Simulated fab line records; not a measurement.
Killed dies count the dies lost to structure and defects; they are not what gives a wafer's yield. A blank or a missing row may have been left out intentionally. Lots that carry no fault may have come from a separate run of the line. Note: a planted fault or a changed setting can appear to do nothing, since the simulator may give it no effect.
Which tool did it? ; flow sky130 ; at 1 step of a route of 708, 10 lots with 30 wafers sampled

== WHAT EACH GAUGE READ, for each wafer ==
SKY_VIA2_OVL_MEAS_13.
lot;measured;on;VIA2_OVL (nm)
L189;day 36 00:17;overlay-01;3 -2 0
L190;day 36 20:22;overlay-01;8 5 3
L191;day 37 01:11;overlay-01;5 0 2
L192;day 37 04:33;overlay-01;4 1 -4
L194;day 37 16:19;overlay-02;0 5 4
L195;day 38 17:47;overlay-01;2 3 -3
L196;day 38 20:44;overlay-02;3 3 -6
L206;day 41 13:17;overlay-02;4 9 9
L210;day 42 07:32;overlay-02;-2 -5 -2
L212;day 43 09:41;overlay-02;-11 -8 -8

== WHICH TOOL RAN EACH LOT (tool, then ch and the chambers of the sampled wafers, then the start) ==
Record: no process step prior to these readings.

== THE ANSWER, worked out from the rows above alone ==
Rule: usual is defined by the lots themselves. The widest of any qualifying gaps counts: lots, ordered by their means at a reading, are off when they make up no more than a third of the lots, leave a main group of 4 or more, and stand apart from it by 3 or more times the standard deviation of that group's means. The tables above print the reading to a certain number of digits; a main group whose means all agree to those digits is not used. Also off: a lot with no number at a reading for which 4 or more lots have one. The other lots that the step has rows for count as sound.
Across all readings shown, no lot is off: no conclusion can be drawn from this.

== WHAT THE SIMULATOR HAD INSERTED ==
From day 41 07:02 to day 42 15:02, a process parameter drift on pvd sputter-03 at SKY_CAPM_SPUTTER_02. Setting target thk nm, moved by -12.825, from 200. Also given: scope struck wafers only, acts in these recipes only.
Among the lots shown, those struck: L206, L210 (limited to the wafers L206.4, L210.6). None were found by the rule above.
